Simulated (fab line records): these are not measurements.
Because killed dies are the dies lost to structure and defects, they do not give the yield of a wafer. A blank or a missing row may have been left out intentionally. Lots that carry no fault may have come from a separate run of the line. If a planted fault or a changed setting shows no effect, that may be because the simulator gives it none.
The tool behind it: which one? / flow sky130 / 11 lots with 33 wafers sampled at 6 steps, on a route of 708 steps

WHAT THE GAUGES READ, wafer by wafer
SKY_PWDE_TW_MEAS_10.
lot=L773; measured=day 4 04:07; on=filmMetro-01; PWDE_TW=377.6 374.3 378.8
lot=L774; measured=day 4 06:54; on=filmMetro-01; PWDE_TW=375.8 374.4 374.1
lot=L775; measured=day 4 11:18; on=filmMetro-04; PWDE_TW=372.5 373.2 374.0
lot=L776; measured=day 4 17:46; on=filmMetro-04; PWDE_TW=377.2 375.9 373.5
lot=L778; measured=day 5 07:39; on=filmMetro-02; PWDE_TW=374.7 375.6 373.9
lot=L781; measured=day 5 22:32; on=filmMetro-04; PWDE_TW=376.2 377.4 376.6
lot=L786; measured=day 7 03:44; on=filmMetro-01; PWDE_TW=379.8 379.6 378.5
lot=L788; measured=day 7 14:43; on=filmMetro-01; PWDE_TW=378.1 376.5 378.8
lot=L789; measured=day 8 00:24; on=filmMetro-04; PWDE_TW=374.5 372.0 374.6
lot=L792; measured=day 8 12:17; on=filmMetro-02; PWDE_TW=373.9 372.5 375.3
lot=L794; measured=day 9 01:48; on=filmMetro-04; PWDE_TW=377.7 374.4 374.1

SKY_NWELL_TW_MEAS_26.
lot=L773; measured=day 5 14:49; on=filmMetro-02; NWELL_2_TW=499.0 498.5 495.7
lot=L774; measured=day 5 18:26; on=filmMetro-01; NWELL_2_TW=502.3 504.2 502.1
lot=L775; measured=day 5 22:57; on=filmMetro-02; NWELL_2_TW=494.9 495.4 494.5
lot=L776; measured=day 6 07:19; on=filmMetro-01; NWELL_2_TW=499.0 498.2 498.1
lot=L778; measured=day 6 21:18; on=filmMetro-02; NWELL_2_TW=495.3 493.8 498.1
lot=L781; measured=day 7 13:37; on=filmMetro-02; NWELL_2_TW=500.5 495.4 497.8
lot=L786; measured=day 8 21:08; on=filmMetro-04; NWELL_2_TW=496.3 498.8 496.2
lot=L788; measured=day 9 08:38; on=filmMetro-02; NWELL_2_TW=497.6 856.3 496.3 497.6 852.5 497.4
lot=L789; measured=day 9 18:09; on=filmMetro-02; NWELL_2_TW=858.7 855.3 494.3 860.8 857.7 492.7
lot=L792; measured=day 10 08:09; on=filmMetro-01; NWELL_2_TW=501.6 501.4 497.3
lot=L794; measured=day 10 21:50; on=filmMetro-01; NWELL_2_TW=498.5 498.5 497.3

SKY_NWELL_RS_MEAS_31: uses a four-point probe to measure.
lot=L773; measured=day 5 15:21; on=filmMetro-01; PWDE_RS (ohm/sq)=5274 5290 5274
lot=L774; measured=day 5 19:07; on=filmMetro-01; PWDE_RS (ohm/sq)=5273 5288 5274
lot=L775; measured=day 5 23:24; on=filmMetro-02; PWDE_RS (ohm/sq)=5289 5291 5283
lot=L776; measured=day 6 07:46; on=filmMetro-01; PWDE_RS (ohm/sq)=5275 5289 5281
lot=L778; measured=day 6 21:45; on=filmMetro-01; PWDE_RS (ohm/sq)=5272 5274 5270
lot=L781; measured=day 7 14:04; on=filmMetro-04; PWDE_RS (ohm/sq)=5275 5279 5286
lot=L786; measured=day 8 21:35; on=filmMetro-01; PWDE_RS (ohm/sq)=5279 5279 5280
lot=L788; measured=day 9 14:08; on=filmMetro-01; PWDE_RS (ohm/sq)=5269 5278 5274
lot=L789; measured=day 9 21:21; on=filmMetro-01; PWDE_RS (ohm/sq)=5291 5295 5304
lot=L792; measured=day 10 08:36; on=filmMetro-02; PWDE_RS (ohm/sq)=5233 5262 5248
lot=L794; measured=day 10 22:17; on=filmMetro-02; PWDE_RS (ohm/sq)=5241 5269 5250

TOOL THAT RAN EACH LOT (tool first, then ch and the chambers of the sampled wafers, then the start)
lot=L773; SKY_FIELD_ISO_ETCH_15=rieDiel-04 ch 0,2,3, day 2 12:01; SKY_NWELL_COAT_05=lithoTrack-01 ch 0, day 4 12:25; SKY_NWELL_STRIP_14=plasmaAsher-04 ch 0,1, day 4 20:56
lot=L774; SKY_FIELD_ISO_ETCH_15=rieDiel-03 ch 0,2, day 2 16:22; SKY_NWELL_COAT_05=lithoTrack-01 ch 0, day 4 14:41; SKY_NWELL_STRIP_14=plasmaAsher-03 ch 0,1, day 5 00:33
lot=L775; SKY_FIELD_ISO_ETCH_15=rieDiel-02 ch 1,2,3, day 2 19:40; SKY_NWELL_COAT_05=lithoTrack-04 ch 0, day 4 19:16; SKY_NWELL_STRIP_14=plasmaAsher-04 ch 0, day 5 04:54
lot=L776; SKY_FIELD_ISO_ETCH_15=rieDiel-03 ch 0,1, day 3 02:49; SKY_NWELL_COAT_05=lithoTrack-01 ch 0, day 5 02:31; SKY_NWELL_STRIP_14=plasmaAsher-02 ch 0,1, day 5 12:33
lot=L778; SKY_FIELD_ISO_ETCH_15=rieDiel-04 ch 1,2, day 3 12:07; SKY_NWELL_COAT_05=lithoTrack-02 ch 0, day 5 16:07; SKY_NWELL_STRIP_14=plasmaAsher-04 ch 0,1, day 6 01:57
lot=L781; SKY_FIELD_ISO_ETCH_15=rieDiel-04 ch 0,1,3, day 4 03:43; SKY_NWELL_COAT_05=lithoTrack-01 ch 0, day 6 07:10; SKY_NWELL_STRIP_14=plasmaAsher-04 ch 0,1, day 6 17:17
lot=L786; SKY_FIELD_ISO_ETCH_15=rieDiel-04 ch 0,1,3, day 5 06:04; SKY_NWELL_COAT_05=lithoTrack-04 ch 0, day 7 13:25; SKY_NWELL_STRIP_14=plasmaAsher-02 ch 0,1, day 8 00:24
lot=L788; SKY_FIELD_ISO_ETCH_15=rieDiel-04 ch 2,3, day 5 16:25; SKY_NWELL_COAT_05=lithoTrack-01 ch 0, day 8 00:40; SKY_NWELL_STRIP_14=plasmaAsher-03 ch 0,1, day 8 11:34
lot=L789; SKY_FIELD_ISO_ETCH_15=rieDiel-03 ch 1,2,3, day 5 21:16; SKY_NWELL_COAT_05=lithoTrack-01 ch 0, day 8 10:02; SKY_NWELL_STRIP_14=plasmaAsher-04 ch 0,1, day 8 21:03
lot=L792; SKY_FIELD_ISO_ETCH_15=rieDiel-02 ch 0,1,2, day 6 12:49; SKY_NWELL_COAT_05=lithoTrack-04 ch 0, day 8 22:28; SKY_NWELL_STRIP_14=plasmaAsher-04 ch 0,1, day 9 09:48
lot=L794; SKY_FIELD_ISO_ETCH_15=rieDiel-04 ch 1,2,3, day 7 02:01; SKY_NWELL_COAT_05=lithoTrack-04 ch 0, day 9 11:55; SKY_NWELL_STRIP_14=plasmaAsher-04 ch 0,1, day 9 22:51
- SKY_FIELD_ISO_ETCH_15: etches the open film in CHF3/O2, stops on Si, target depth 180 nm, time 72 s.
- SKY_NWELL_COAT_05: resist thk 3000 nm.
- SKY_NWELL_STRIP_14: strips in O2/N2.

AS READ BY THE TOOLS THEMSELVES (means over the sampled wafers that have a number; for cases with no such wafer, the mark the record gives instead)
SKY_FIELD_ISO_ETCH_15.
lot=L773; tool=rieDiel-04; biasW (W)=199.8; chf3FlowSccm (sccm)=50.16; drypumpMotorCurrentA (A)=5.6; oesProductAu (a.u.)=0.940; throttleValvePct (%)=8.850
lot=L774; tool=rieDiel-03; biasW (W)=200.0; chf3FlowSccm (sccm)=49.87; drypumpMotorCurrentA (A)=5.9; oesProductAu (a.u.)=0.950; throttleValvePct (%)=8.842
lot=L775; tool=rieDiel-02; biasW (W)=200.6; chf3FlowSccm (sccm)=49.97; drypumpMotorCurrentA (A)=5.2; oesProductAu (a.u.)=0.941; throttleValvePct (%)=8.844
lot=L776; tool=rieDiel-03; biasW (W)=200.6; chf3FlowSccm (sccm)=49.95; drypumpMotorCurrentA (A)=6.2; oesProductAu (a.u.)=0.936; throttleValvePct (%)=8.845
lot=L778; tool=rieDiel-04; biasW (W)=200.0; chf3FlowSccm (sccm)=50.21; drypumpMotorCurrentA (A)=5.9; oesProductAu (a.u.)=0.946; throttleValvePct (%)=8.842
lot=L781; tool=rieDiel-04; biasW (W)=199.9; chf3FlowSccm (sccm)=49.95; drypumpMotorCurrentA (A)=5.5; oesProductAu (a.u.)=0.941; throttleValvePct (%)=8.843
lot=L786; tool=rieDiel-04; biasW (W)=199.7; chf3FlowSccm (sccm)=49.98; drypumpMotorCurrentA (A)=5.5; oesProductAu (a.u.)=0.950; throttleValvePct (%)=8.844
lot=L788; tool=rieDiel-04; biasW (W)=200.4; chf3FlowSccm (sccm)=50.22; drypumpMotorCurrentA (A)=5.8; oesProductAu (a.u.)=0.940; throttleValvePct (%)=8.839
lot=L789; tool=rieDiel-03; biasW (W)=200.4; chf3FlowSccm (sccm)=50.14; drypumpMotorCurrentA (A)=5.8; oesProductAu (a.u.)=0.949; throttleValvePct (%)=8.838
lot=L792; tool=rieDiel-02; biasW (W)=200.0; chf3FlowSccm (sccm)=49.95; drypumpMotorCurrentA (A)=5.4; oesProductAu (a.u.)=0.939; throttleValvePct (%)=8.845
lot=L794; tool=rieDiel-04; biasW (W)=201.0; chf3FlowSccm (sccm)=49.96; drypumpMotorCurrentA (A)=5.9; oesProductAu (a.u.)=0.939; throttleValvePct (%)=8.835

SKY_NWELL_COAT_05.
lot=L773; tool=lithoTrack-01; resistLineTempC (C)=22.88
lot=L774; tool=lithoTrack-01; resistLineTempC (C)=23.10
lot=L775; tool=lithoTrack-04; resistLineTempC (C)=22.98
lot=L776; tool=lithoTrack-01; resistLineTempC (C)=22.97
lot=L778; tool=lithoTrack-02; resistLineTempC (C)=23.05
lot=L781; tool=lithoTrack-01; resistLineTempC (C)=23.09
lot=L786; tool=lithoTrack-04; resistLineTempC (C)=23.14
lot=L788; tool=lithoTrack-01; resistLineTempC (C)=22.77
lot=L789; tool=lithoTrack-01; resistLineTempC (C)=23.01
lot=L792; tool=lithoTrack-04; resistLineTempC (C)=23.06
lot=L794; tool=lithoTrack-04; resistLineTempC (C)=22.95

SKY_NWELL_STRIP_14.
lot=L773; tool=plasmaAsher-04; drypumpMotorCurrentA (A)=6.33; n2FlowSccm (sccm)=300.1; oesProductAu (a.u.)=0.729; stripTimeToEndpointS (s)=36.95
lot=L774; tool=plasmaAsher-03; drypumpMotorCurrentA (A)=6.03; n2FlowSccm (sccm)=300.1; oesProductAu (a.u.)=0.726; stripTimeToEndpointS (s)=36.93
lot=L775; tool=plasmaAsher-04; drypumpMotorCurrentA (A)=6.35; n2FlowSccm (sccm)=299.9; oesProductAu (a.u.)=0.727; stripTimeToEndpointS (s)=36.90
lot=L776; tool=plasmaAsher-02; drypumpMotorCurrentA (A)=6.29; n2FlowSccm (sccm)=300.1; oesProductAu (a.u.)=0.725; stripTimeToEndpointS (s)=36.95
lot=L778; tool=plasmaAsher-04; drypumpMotorCurrentA (A)=6.26; n2FlowSccm (sccm)=300.3; oesProductAu (a.u.)=0.728; stripTimeToEndpointS (s)=36.87
lot=L781; tool=plasmaAsher-04; drypumpMotorCurrentA (A)=6.28; n2FlowSccm (sccm)=300.5; oesProductAu (a.u.)=0.726; stripTimeToEndpointS (s)=36.77
lot=L786; tool=plasmaAsher-02; drypumpMotorCurrentA (A)=6.02; n2FlowSccm (sccm)=299.6; oesProductAu (a.u.)=0.721; stripTimeToEndpointS (s)=36.86
lot=L788; tool=plasmaAsher-03; drypumpMotorCurrentA (A)=6.04; n2FlowSccm (sccm)=299.5; oesProductAu (a.u.)=0.715; stripTimeToEndpointS (s)=28.31
lot=L789; tool=plasmaAsher-04; drypumpMotorCurrentA (A)=6.28; n2FlowSccm (sccm)=300.1; oesProductAu (a.u.)=0.699; stripTimeToEndpointS (s)=19.75
lot=L792; tool=plasmaAsher-04; drypumpMotorCurrentA (A)=6.31; n2FlowSccm (sccm)=300.2; oesProductAu (a.u.)=0.724; stripTimeToEndpointS (s)=36.65
lot=L794; tool=plasmaAsher-04; drypumpMotorCurrentA (A)=6.32; n2FlowSccm (sccm)=300.4; oesProductAu (a.u.)=0.723; stripTimeToEndpointS (s)=36.89

THE ANSWER, worked out from the rows above alone
Rule: what is usual is taken from the lots themselves. Put in order of their means at a reading, lots are off if they are a third of the lots or fewer, leave a main group of 4 or more, and stand apart from it by a gap of 3 or more times the standard deviation of the main group's means; of several such gaps the widest counts. Not used: any main group whose means are identical at the precision the tables above print for the reading. A lot without any number at a reading at which 4 lots or more have one is off too. All remaining lots with rows at the step are treated as sound. First the gauges in route order, then the tools' own readings, where a lot's mean is used as printed above. The first step at which some lot is off is used, and at that step the reading that is off furthest; a lot without a number counts as furthest.
Off: L788, L789, at SKY_NWELL_TW_MEAS_26 (NWELL_2_TW). The main group has a mean of 498.1 with a standard deviation of 2.2.
A tool fits if, at a process step before that reading, it ran every lot that is off, and no sound lot after the first of them. The gauges at SKY_NWELL_TW_MEAS_26 aren't tried: what is off there is off at SKY_NWELL_STRIP_14 too, on other tools, and a gauge's error can't cause that. One candidate fits, namely lithoTrack-01 at SKY_NWELL_COAT_05. Its last sound lot is L781 (day 6 07:10), its first lot that is off L788 (day 8 00:40): a fault that began between those two fits.

WHAT THE SIMULATOR HAD INSERTED
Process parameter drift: lithoTrack-01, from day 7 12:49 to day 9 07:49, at SKY_NWELL_COAT_05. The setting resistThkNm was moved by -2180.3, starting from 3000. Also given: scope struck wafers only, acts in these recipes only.
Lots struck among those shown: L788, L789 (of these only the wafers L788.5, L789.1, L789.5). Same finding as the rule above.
